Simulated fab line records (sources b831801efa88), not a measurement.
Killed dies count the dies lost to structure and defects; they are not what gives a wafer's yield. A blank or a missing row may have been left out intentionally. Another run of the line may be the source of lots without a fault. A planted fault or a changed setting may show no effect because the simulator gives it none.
fab line records	flow sky130	part 1 of 2: steps 1 to 30 of 31
record: lots: 6	wafers: 18	last-day: 50
route steps=708 shown LI_CONTACT@375 LOCAL_INTERCONNECT@387 PAD_OPEN@708
lots untouched by any fault: they come from a run of this same line in which no faults occurred
start-h: hours from the record's opening day to when the first of the lot's shown wafers began	wait-h: how many hours have passed since the lot's step before this one	" identical to the entry in the row above	L1.1+2: a single row standing in for several wafers	- no value, or no start given	* or withheld: withheld	< > ~ a bound
route shown NAME@n: NAME is a module with steps in the file, n the number in the route of the first one	usual: mean and standard deviation over wafers with no fault	same: alike in all rows	chamber/n: place in a boat	sites: per-site readings	_std_site: the values' standard deviation	_edge_site: inner sites' mean taken away from outer sites' mean	radius-mm: how far each site lies from the wafer's centre	mask NAME#n: copy n	behind: the tool/chamber that last shaped the wafer	hold: cause of the lot's hold/its duration in hours/its outcome	device: the transistor (n, p or np) that didn't switch	end of line: the tests these same wafers got at the end of their route	step lacking rows: just its recipe	killed: count of dies lost to structure and defects at first sort (not the wafer's yield)	map: the dies of a wafer, with x for killed, . for not killed, _ for no die there
set.NAME: the setting the step ran with; set.NAME@STEP: the setting that earlier step ran with	model.NAME: the simulator's own value behind a step, which no gauge read
certain route steps with their lots: each step a table, each wafer a row
services: the hour from which a tool's chamber was out of use, counted from the record's first day as start-h (under 0 if before that day), plus the number of hours and why
== steps ==
step: SKY_LI_CONTACT_OVL_MEAS_13
usual: LI_CONTACT_OVL: 0/4.9
lot.wafer	tool	chamber	start-h	wait-h	LI_CONTACT_OVL[nm]
L268.1	overlay-01	-	676.89	0.1	-1
L268.3	"	-	"	"	-4
L268.6	"	-	"	"	1
L274.2	overlay-02	-	735.17	0.1	5
L274.3	"	-	"	"	10
L274.6	"	-	"	"	7
L284.1	overlay-02	-	818.79	0.1	0
L284.2	"	-	"	"	2
L284.4	"	-	"	"	-2
L282.2	overlay-01	-	821.72	0.1	2
L282.3	"	-	"	"	2
L282.6	"	-	"	"	5
L287.2	overlay-01	-	828.55	0.1	9
L287.3	"	-	"	"	12
L287.6	"	-	"	"	3
L291.1	overlay-02	-	856.09	0.1	1
L291.3	"	-	"	"	0
L291.6	"	-	"	"	-1
step: SKY_LI_CONTACT_ETCH_14
recipe: chemistry: N2/H2	target: BARC	ion-energy-ev: 200	source-w: 500	bias-w: 100	pressure-mtorr: 30	n2-flow-sccm: 100	h2-flow-sccm: 200	stop-on: SiO2	time-s: 45.9	target-depth-a: 600
step: SKY_LI_CONTACT_ETCH_15
recipe: target: PSG	chemistry: C4F8/O2/Ar	stop-on: Si	taper-deg: 4.15	mask-material: KrF-thick	source-w: 1500	bias-w: 1200	pressure-mtorr: 40	c4f8-flow-sccm: withheld	O2_flow_sccm: 6	Ar_flow_sccm: 300	time-s: withheld	target-depth-a: 6000
step: SKY_LI_CONTACT_STRIP_16
recipe: chemistry: O2/N2	power-w: 1400	pressure-mtorr: 1500	platen-temp-c: withheld	o2-flow-sccm: 3000	n2-flow-sccm: 300	overash-fraction: 0.5
usual: drypump-motor-current-A: 5.9/0.36	o2-flow-sccm: 3001/8.5	oes-product-au: 0.375/0.0051	strip-time-to-endpoint-s: 3.49/0.032
lot.wafer	tool	chamber	start-h	wait-h	drypump-motor-current-A	o2-flow-sccm	oes-product-au	rf-hours-counter-h	strip-time-to-endpoint-s
L268.1	plasma-asher-03	0	677.06	-	6.3	3004	0.376	22	3.45
L268.3	"	0	"	"	6.3	2998	0.363	-	3.49
L268.6	"	0	"	"	6.3	3003	0.378	-	3.47
L274.2	plasma-asher-01	0	735.32	-	5.4	3001	0.378	61	3.50
L274.3	"	0	"	"	5.4	2997	0.375	-	3.50
L274.6	"	0	"	"	5.4	2994	0.377	-	3.51
L284.1	plasma-asher-03	1	818.96	-	5.9	3001	0.378	36	3.50
L284.2	"	0	"	"	6.3	2985	0.382	36	3.50
L284.4	"	0	"	"	6.3	2978	0.374	-	3.47
L282.2	plasma-asher-03	1	821.87	-	5.9	2999	0.361	36	3.46
L282.3	"	1	"	"	5.9	2991	0.376	-	3.50
L282.6	"	0	"	"	6.3	2999	0.376	-	3.53
L287.2	plasma-asher-01	1	828.71	-	6.2	3011	0.376	70	3.54
L287.3	"	1	"	"	6.2	2993	0.384	-	3.50
L287.6	"	1	"	"	6.2	3017	0.371	-	3.48
L291.1	plasma-asher-01	1	856.26	-	6.2	2992	0.369	73	3.47
L291.3	"	1	"	"	6.2	2999	0.379	-	3.46
L291.6	"	0	"	"	5.4	3006	0.377	-	3.49
step: SKY_LI_CONTACT_CLEAN_17
recipe: chemistry: NMP	time-s: 600	temp-c: 60	dry: n2-spin
step: SKY_LI_CONTACT_PRE_CLEAN_18
recipe: gas: Ar	time-s: 5.6	bias-v: 358
step: SKY_LI_CONTACT_SPUTTER_19
recipe: material: Ti	target-thk-nm: 20	chamber-pressure-pa: 5	power-w: 2500	substrate-temp-c: 200	time-s: 106.37
usual: cathode-dc-power-W: 2500.0/0.44	throttle-valve-pct: 30.5/1
lot.wafer	tool	chamber	start-h	wait-h	cathode-dc-power-W	throttle-valve-pct
L268.1	pvd-sputter-01	-	677.35	0.0	2501.2	28.8
L268.3	"	-	"	"	2500.1	31.9
L268.6	"	-	"	"	2499.8	31.9
L274.2	pvd-sputter-04	-	735.62	0.0	2499.9	32.6
L274.3	"	-	"	"	2500.4	31.8
L274.6	"	-	"	"	2499.5	29.6
L284.1	pvd-sputter-02	-	819.25	0.0	2500.0	31.2
L284.2	"	-	"	"	2499.6	29.9
L284.4	"	-	"	"	2499.7	30.3
L282.2	pvd-sputter-01	-	822.17	0.0	2499.8	29.0
L282.3	"	-	"	"	2499.6	30.3
L282.6	"	-	"	"	2500.4	30.3
L287.2	pvd-sputter-04	-	829.00	0.0	2500.3	31.1
L287.3	"	-	"	"	2499.3	29.5
L287.6	"	-	"	"	2500.4	29.6
L291.1	pvd-sputter-02	-	856.55	0.0	2499.6	31.1
L291.3	"	-	"	"	2500.1	30.3
L291.6	"	-	"	"	2500.7	30.3
step: SKY_LI_CONTACT_SPUTTER_20
recipe: material: TiN	target-thk-nm: 20	chamber-pressure-pa: 5	power-w: 4000	time-s: 80
usual: cathode-dc-power-W: 4000.1/0.78	throttle-valve-pct: 30.5/1
lot.wafer	tool	chamber	start-h	wait-h	cathode-dc-power-W	throttle-valve-pct
L268.1	pvd-sputter-01	-	677.43	0.0	3999.0	29.1
L268.3	"	-	"	"	3999.8	32.0
L268.6	"	-	"	"	3998.7	32.0
L274.2	pvd-sputter-04	-	735.69	0.0	3999.7	32.5
L274.3	"	-	"	"	4000.8	31.8
L274.6	"	-	"	"	3999.1	29.3
L284.1	pvd-sputter-02	-	819.33	0.0	4000.5	31.0
L284.2	"	-	"	"	4001.0	29.8
L284.4	"	-	"	"	3998.9	30.3
L282.2	pvd-sputter-01	-	822.25	0.0	3999.2	29.1
L282.3	"	-	"	"	4000.1	30.0
L282.6	"	-	"	"	3999.6	30.2
L287.2	pvd-sputter-04	-	829.08	0.0	4000.0	30.7
L287.3	"	-	"	"	3999.9	29.5
L287.6	"	-	"	"	4000.4	29.5
L291.1	pvd-sputter-02	-	856.63	0.0	3999.8	30.9
L291.3	"	-	"	"	4000.1	30.4
L291.6	"	-	"	"	3998.7	30.5
step: SKY_LI_CONTACT_CVD_21
recipe: material: W	target-thk-nm: 400	time-s: 120.56	temp-c: 400	pressure-torr: 40.63
step: SKY_LI_CONTACT_RS_MEAS_22
recipe: thk-meas-gauge: four-point-probe	reads: W_of_LI_CONTACT_CVD_21+TiN_of_LI_CONTACT_SPUTTER_20+Ti_of_LI_CONTACT_SPUTTER_19
usual: LI_CONTACT_W_RS: 0.280/0.0033
lot.wafer	tool	chamber	start-h	wait-h	LI_CONTACT_W_RS[ohm/sq]
L268.1	film-metro-03	-	677.74	0.2	0.276
L268.3	"	-	"	"	0.280
L268.6	"	-	"	"	0.279
L274.2	film-metro-01	-	735.90	0.1	0.281
L274.3	"	-	"	"	0.282
L274.6	"	-	"	"	0.280
L284.1	film-metro-03	-	819.51	0.1	0.275
L284.2	"	-	"	"	0.276
L284.4	"	-	"	"	0.278
L282.2	film-metro-03	-	822.45	0.1	0.275
L282.3	"	-	"	"	0.278
L282.6	"	-	"	"	0.275
L287.2	film-metro-02	-	829.28	0.1	0.282
L287.3	"	-	"	"	0.283
L287.6	"	-	"	"	0.281
L291.1	film-metro-03	-	856.81	0.1	0.275
L291.3	"	-	"	"	0.279
L291.6	"	-	"	"	0.278
step: SKY_LI_CONTACT_THK_MEAS_23
recipe: thk-meas-gauge: xrf	reads: W_of_LI_CONTACT_CVD_21
usual: LI_CONTACT_W_THK: 413/7
lot.wafer	tool	chamber	start-h	wait-h	LI_CONTACT_W_THK[nm]
L268.1	film-metro-03	-	677.86	0.1	415
L268.3	"	-	"	"	415
L268.6	"	-	"	"	411
L274.2	film-metro-01	-	736.01	0.1	405
L274.3	"	-	"	"	400
L274.6	"	-	"	"	403
L284.1	film-metro-03	-	819.63	0.1	418
L284.2	"	-	"	"	419
L284.4	"	-	"	"	417
L282.2	film-metro-03	-	822.56	0.1	420
L282.3	"	-	"	"	419
L282.6	"	-	"	"	420
L287.2	film-metro-02	-	829.39	0.1	423
L287.3	"	-	"	"	418
L287.6	"	-	"	"	426
L291.1	film-metro-03	-	856.93	0.1	423
L291.3	"	-	"	"	417
L291.6	"	-	"	"	415
step: SKY_LI_CONTACT_CMP_24
recipe: stop-on: PSG	t-overpolish-s: 20	down-force-psi: 3.5	platen-rpm: 60	target-thk-nm: 0	pad-velocity-m-s: 0.94248
usual: edge-zone-pressure-frac: 1.000/0.0049	motor-current-A: 10.2/0.98	overpolish-run-s: 20.000/0.0087	retaining-ring-pressure-frac: 0.999/0.0049	time-to-endpoint-s: 97/3.7
lot.wafer	tool	chamber	start-h	wait-h	edge-zone-pressure-frac	motor-current-A	overpolish-run-s	retaining-ring-pressure-frac	time-to-endpoint-s
L268.1	cmp-02	3	679.99	2.1	1.005	9.4	19.998	0.993	105
L268.3	"	0	"	"	0.992	10.0	20.009	0.997	100
L268.6	"	0	"	"	0.995	10.0	19.992	1.005	97
L274.3	cmp-02	0	736.11	0.1	0.990	9.8	19.982	0.992	96
L274.2	"	1	"	"	1.001	11.7	20.005	1.002	96
L274.6	"	3	"	"	0.999	9.6	19.993	0.998	103
L284.4	cmp-01	0	819.69	0.0	0.996	9.1	20.009	1.001	97
L284.1	"	2	"	"	1.006	9.9	20.009	1.006	99
L284.2	"	3	"	"	1.008	8.8	19.991	0.998	101
L282.2	cmp-01	1	822.71	0.1	1.001	11.4	20.000	0.993	96
L282.3	"	2	"	"	0.997	9.6	19.997	0.992	100
L282.6	"	3	"	"	1.002	8.9	19.995	0.995	99
L287.3	cmp-01	2	829.44	0.0	1.004	9.7	20.002	0.995	94
L287.2	"	1	"	"	1.003	11.5	19.969	0.994	95
L287.6	"	2	"	"	1.004	10.4	20.002	1.001	97
L291.3	cmp-01	2	857.04	0.1	1.004	10.1	20.010	0.995	95
L291.1	"	0	"	"	1.002	9.4	19.991	1.007	92
L291.6	"	1	"	"	1.000	11.5	20.003	1.009	92
step: SKY_LOCAL_INTERCONNECT_SPUTTER_00
recipe: material: TiN	target-thk-nm: 100	temp-c: 300	power-w: 6500	time-s: 83.3	chamber-pressure-pa: 0.4
usual: cathode-dc-power-W: 6500.0/1.2	throttle-valve-pct: 30.6/1
lot.wafer	tool	chamber	start-h	wait-h	cathode-dc-power-W	throttle-valve-pct	model.TiN_of_LOCAL_INTERCONNECT_SPUTTER_00.thk-nm
L268.1	pvd-sputter-01	-	680.29	0.2	6499.9	31.3	100.4
L268.3	"	-	"	"	6500.7	32.1	99.66
L268.6	"	-	"	"	6499.2	31.5	101
L274.2	pvd-sputter-02	-	736.36	0.1	6500.5	29.9	99.81
L274.3	"	-	"	"	6499.7	29.2	101
L274.6	"	-	"	"	6498.4	29.5	99.87
L284.1	pvd-sputter-02	-	819.99	0.1	5334.6	29.2	84.73
L284.2	"	-	"	"	5333.9	30.0	83.24
L284.4	"	-	"	"	5335.2	31.4	83.8
L282.2	pvd-sputter-02	-	822.91	0.1	5336.5	30.4	81.73
L282.3	"	-	"	"	5334.9	30.1	81.57
L282.6	"	-	"	"	5337.1	29.9	81.19
L287.2	pvd-sputter-03	-	829.74	0.1	6500.0	29.6	100.7
L287.3	"	-	"	"	6500.4	31.8	101.7
L287.6	"	-	"	"	6500.4	29.7	101
L291.1	pvd-sputter-01	-	857.29	0.1	6498.2	31.7	101
L291.3	"	-	"	"	6501.2	29.4	100.8
L291.6	"	-	"	"	6499.1	31.8	99.13
step: SKY_LOCAL_INTERCONNECT_RS_MEAS_01
recipe: thk-meas-gauge: four-point-probe	reads: TiN_of_LOCAL_INTERCONNECT_SPUTTER_00
usual: LOCAL_INTERCONNECT_TIN_RS: 14.11/0.15
lot.wafer	tool	chamber	start-h	wait-h	LOCAL_INTERCONNECT_TIN_RS[ohm/sq]
L268.1	film-metro-01	-	680.36	0.0	14.08
L268.3	"	-	"	"	14.18
L268.6	"	-	"	"	14.02
L274.2	film-metro-01	-	736.44	0.1	14.16
L274.3	"	-	"	"	14.00
L274.6	"	-	"	"	14.15
L284.1	film-metro-03	-	820.06	0.0	16.82
L284.2	"	-	"	"	17.13
L284.4	"	-	"	"	17.01
L282.2	film-metro-03	-	823.00	0.1	17.48
L282.3	"	-	"	"	17.51
L282.6	"	-	"	"	17.59
L287.2	film-metro-04	-	829.83	0.1	14.06
L287.3	"	-	"	"	13.90
L287.6	"	-	"	"	13.99
L291.1	film-metro-04	-	857.36	0.0	14.03
L291.3	"	-	"	"	14.02
L291.6	"	-	"	"	14.29
step: SKY_LOCAL_INTERCONNECT_THK_MEAS_02
recipe: thk-meas-gauge: xrf	reads: TiN_of_LOCAL_INTERCONNECT_SPUTTER_00
usual: LOCAL_INTERCONNECT_TIN_THK: 99.2/1.3
lot.wafer	tool	chamber	start-h	wait-h	LOCAL_INTERCONNECT_TIN_THK[nm]
L268.1	film-metro-01	-	680.48	0.1	98.9
L268.3	"	-	"	"	98.2
L268.6	"	-	"	"	99.4
L274.2	film-metro-01	-	736.55	0.1	98.4
L274.3	"	-	"	"	99.3
L274.6	"	-	"	"	98.3
L284.1	film-metro-03	-	820.18	0.1	84.6
L284.2	"	-	"	"	83.0
L284.4	"	-	"	"	83.3
L282.2	film-metro-03	-	823.11	0.1	81.5
L282.3	"	-	"	"	80.9
L282.6	"	-	"	"	80.6
L287.2	film-metro-04	-	829.94	0.1	99.2
L287.3	"	-	"	"	100.2
L287.6	"	-	"	"	99.6
L291.1	film-metro-04	-	857.48	0.1	100.2
L291.3	"	-	"	"	99.0
L291.6	"	-	"	"	98.3
step: SKY_LOCAL_INTERCONNECT_DEHYDRATE_03
recipe: temp-c: 200	time-s: 60
step: SKY_LOCAL_INTERCONNECT_HMDS_04
recipe: prime-time-s: 60	prime-temp-c: 120
step: SKY_LOCAL_INTERCONNECT_COAT_05
recipe: resist: BARC	temp-c: withheld	time-s: withheld	spin-rpm: 3000	resist-thk-nm: 60
step: SKY_LOCAL_INTERCONNECT_COAT_06
recipe: resist: KrF-thick	spin-rpm: 3000	resist-thk-nm: 450
step: SKY_LOCAL_INTERCONNECT_SOFTBAKE_07
recipe: temp-c: 100	time-s: 90	resist: KrF-thick
step: SKY_LOCAL_INTERCONNECT_EXPOSE_08
recipe: mask-id: LI1M	na: 0.8	source-shape: annular	sigma-inner: 0.55	sigma-outer: 0.85	target-cd-nm: 170	dose-mj: 28
step: SKY_LOCAL_INTERCONNECT_PEB_09
recipe: peb-temp-c: withheld	peb-time-s: withheld	resist: KrF-thick
step: SKY_LOCAL_INTERCONNECT_DEVELOP_10
recipe: develop-time-s: 60	resist: KrF-thick	dev-temp-c: 21
step: SKY_LOCAL_INTERCONNECT_CD_MEAS_11
recipe: target-cd-nm: 170
usual: cd-nm: 169.6/1.5
lot.wafer	tool	chamber	start-h	wait-h	cd-nm
L268.1	cd-sem-01	-	708.32	-	167.0
L268.3	"	-	"	"	169.4
L268.6	"	-	"	"	169.1
L274.2	cd-sem-01	-	763.41	-	169.9
L274.3	"	-	"	"	170.7
L274.6	"	-	"	"	170.6
L284.1	cd-sem-01	-	846.69	-	170.9
L284.2	"	-	"	"	171.1
L284.4	"	-	"	"	171.8
L282.2	cd-sem-01	-	849.06	-	170.6
L282.3	"	-	"	"	169.8
L282.6	"	-	"	"	171.0
L287.2	cd-sem-02	-	855.41	-	168.0
L287.3	"	-	"	"	169.7
L287.6	"	-	"	"	168.2
L291.1	cd-sem-02	-	883.07	-	166.7
L291.3	"	-	"	"	167.6
L291.6	"	-	"	"	168.5
step: SKY_LOCAL_INTERCONNECT_OVL_MEAS_12
usual: LOCAL_INTERCONNECT_OVL: -3/5
lot.wafer	tool	chamber	start-h	wait-h	LOCAL_INTERCONNECT_OVL[nm]
L268.1	overlay-02	-	708.44	0.1	-6
L268.3	"	-	"	"	2
L268.6	"	-	"	"	1
L274.2	overlay-01	-	763.51	0.1	-3
L274.3	"	-	"	"	0
L274.6	"	-	"	"	-3
L284.1	overlay-01	-	846.81	0.1	2
L284.2	"	-	"	"	-2
L284.4	"	-	"	"	2
L282.2	overlay-01	-	849.16	0.1	-4
L282.3	"	-	"	"	-8
L282.6	"	-	"	"	-2
L287.2	overlay-01	-	855.51	0.1	-3
L287.3	"	-	"	"	-5
L287.6	"	-	"	"	0
L291.1	overlay-02	-	883.19	0.1	-5
L291.3	"	-	"	"	-2
L291.6	"	-	"	"	1
step: SKY_LOCAL_INTERCONNECT_ETCH_13
recipe: chemistry: N2/H2	target: BARC	ion-energy-ev: 200	bias-w: 100	pressure-mtorr: 30	n2-flow-sccm: 100	h2-flow-sccm: 200	icp-w: 500	stop-on: SiO2	time-s: 45.9	target-depth-a: 600
step: SKY_LOCAL_INTERCONNECT_METAL_ETCH_14
recipe: target-depth-nm: 110	stop-on: PSG	chemistry: Cl2/BCl3	target: TiN	resist-sidewall-deg: 88	pressure-mtorr: 10	icp-w: 900	bias-w: 48.5	Cl2_flow_sccm: 60	bcl3-flow-sccm: 30	time-s: 31.4
usual: drypump-motor-current-A: 5.7/0.47	oes-product-au: 0.942/0.0077	throttle-valve-pct: 21.900/0.01
lot.wafer	tool	chamber	start-h	wait-h	drypump-motor-current-A	oes-product-au	rf-hours-counter-h	throttle-valve-pct
L268.1	rie-metal-02	0	708.54	0.0	4.8	0.942	9	21.900
L268.3	"	0	"	"	4.8	0.936	-	21.907
L268.6	"	0	"	"	4.8	0.945	-	21.898
L274.2	rie-metal-03	0	763.61	0.0	5.6	0.937	2	21.887
L274.3	"	1	"	"	6.0	0.949	-	21.903
L274.6	"	0	"	"	5.6	0.950	-	21.907
L284.1	rie-metal-01	0	846.91	0.0	6.4	0.859	7	21.951
L284.2	"	1	"	"	5.2	0.849	16	21.967
L284.4	"	1	"	"	5.2	0.854	-	21.952
L282.2	rie-metal-03	1	849.26	0.0	5.9	0.834	15	21.962
L282.3	"	0	"	"	5.6	0.842	-	21.961
L282.6	"	1	"	"	6.0	0.834	-	21.961
L287.2	rie-metal-03	0	855.61	0.0	5.7	0.945	5	21.888
L287.3	"	1	"	"	5.9	0.954	-	21.890
L287.6	"	1	"	"	5.9	0.945	-	21.914
L291.1	rie-metal-01	0	883.29	0.0	6.4	0.942	8	21.888
L291.3	"	1	"	"	5.2	0.946	-	21.892
L291.6	"	0	"	"	6.4	0.939	-	21.893
step: SKY_LOCAL_INTERCONNECT_STRIP_15
recipe: chemistry: O2/N2	power-w: 1400	pressure-mtorr: 1500	platen-temp-c: withheld	o2-flow-sccm: 3000	n2-flow-sccm: 300	overash-fraction: 0.459
usual: drypump-motor-current-A: 5.5/0.43	o2-flow-sccm: 3001/8.8	oes-product-au: 0.428/0.0044	strip-time-to-endpoint-s: 4.722/0.025
lot.wafer	tool	chamber	start-h	wait-h	drypump-motor-current-A	o2-flow-sccm	oes-product-au	rf-hours-counter-h	strip-time-to-endpoint-s
L268.1	plasma-asher-04	0	708.59	0.0	6.2	2991	0.426	101	4.683
L268.3	"	1	"	"	5.5	2993	0.424	-	4.696
L268.6	"	1	"	"	5.5	2997	0.433	-	4.719
L274.2	plasma-asher-02	1	763.66	0.0	5.2	3003	0.425	96	4.723
L274.3	"	1	"	"	5.2	2997	0.428	-	4.709
L274.6	"	1	"	"	5.2	2986	0.430	-	4.694
L284.1	plasma-asher-04	1	846.96	0.0	5.5	2997	0.437	10	4.760
L284.2	"	0	"	"	6.2	3001	0.434	10	4.738
L284.4	"	1	"	"	5.5	2989	0.425	-	4.732
L282.2	plasma-asher-01	0	849.31	0.0	5.4	3018	0.425	73	4.736
L282.3	"	0	"	"	5.4	3019	0.432	-	4.702
L282.6	"	0	"	"	5.4	3002	0.426	-	4.724
L287.2	plasma-asher-02	0	855.66	0.0	5.1	3017	0.419	105	4.725
L287.3	"	1	"	"	5.2	3008	0.428	-	4.736
L287.6	"	1	"	"	5.2	3014	0.427	-	4.737
L291.1	plasma-asher-01	0	883.34	0.0	5.4	3007	0.421	76	4.766
L291.3	"	1	"	"	6.2	3006	0.441	-	4.712
L291.6	"	0	"	"	5.4	3015	0.420	-	4.741
step: SKY_LOCAL_INTERCONNECT_STRIP_16
recipe: chemistry: post-etch-residue-remover	time-s: 1200	temp-c: 72.5
lot.wafer	tool	chamber	start-h	wait-h	model.TiN_of_LOCAL_INTERCONNECT_SPUTTER_00.thk-nm
L268.1	wet-bench-03	0	708.69	0.1	99.99
L268.3	"	0	"	"	99.23
L268.6	"	0	"	"	100.5
L274.2	wet-bench-03	1	763.76	0.1	99.39
L274.3	"	1	"	"	100.6
L274.6	"	1	"	"	99.45
L284.1	wet-bench-03	3	847.06	0.1	84.31
L284.2	"	3	"	"	82.82
L284.4	"	3	"	"	83.38
L282.2	wet-bench-04	0	849.41	0.1	81.31
L282.3	"	0	"	"	81.15
L282.6	"	0	"	"	80.78
L287.2	wet-bench-02	1	855.76	0.1	100.3
L287.3	"	1	"	"	101.3
L287.6	"	1	"	"	100.6
L291.1	wet-bench-03	3	883.44	0.1	100.5
L291.3	"	3	"	"	100.4
L291.6	"	3	"	"	98.71
step: SKY_LOCAL_INTERCONNECT_CLEAN_17
recipe: chemistry: IPA	time-s: 180	temp-c: 25
== key ==
first-sign: step: SKY_LOCAL_INTERCONNECT_SPUTTER_00	reading: cathode-dc-power-W	direction: down	sigmas: 99+	usual: 6500.0	struck: 5335.4
effect: step: SKY_LOCAL_INTERCONNECT_RS_MEAS_01	reading: LOCAL_INTERCONNECT_TIN_RS	direction: up	sigmas: 21	usual: 14.11	struck: 17.26
effect: step: SKY_LOCAL_INTERCONNECT_THK_MEAS_02	reading: LOCAL_INTERCONNECT_TIN_THK	direction: down	sigmas: 13	usual: 99.2	struck: 82.3
effect: step: SKY_LOCAL_INTERCONNECT_METAL_ETCH_14	reading: oes-product-au	direction: down	sigmas: 13	usual: 0.942	struck: 0.845
model-effect: step: SKY_LOCAL_INTERCONNECT_SPUTTER_00	value: TiN_of_LOCAL_INTERCONNECT_SPUTTER_00.thk-nm	without: 100.6	struck: 82.71
model-effect: step: SKY_LOCAL_INTERCONNECT_STRIP_16	value: TiN_of_LOCAL_INTERCONNECT_SPUTTER_00.thk-nm	without: 100.2	struck: 82.29
model-effect: step: SKY_PAD_OPEN_PROBE_99	value: etest.res-li.line-ohm-um	without: 74.49	struck: 90.68
met-at SKY_LOCAL_INTERCONNECT_SPUTTER_00
struck-wafers L282.2,L282.3,L282.6,L284.1,L284.2,L284.4
tester-left-out L282,L284
onset-between 736.36 819.99
fault: kind: process-parameter-drift	tool: pvd-sputter-02	chamber: -	onset-h: 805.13	steps: SKY_LOCAL_INTERCONNECT_SPUTTER_00	channel: power-w	offset: *	shape: step	end-h: 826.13	acts-in: *	stated: *
tester-left-out: of these lots the tester's yield and bins aren't shown, on N5 and GAA mostly nor the transistor test; their killed dies are dies lost to structure and defects alone, not to doping, threshold or leakage, so they don't give the yield
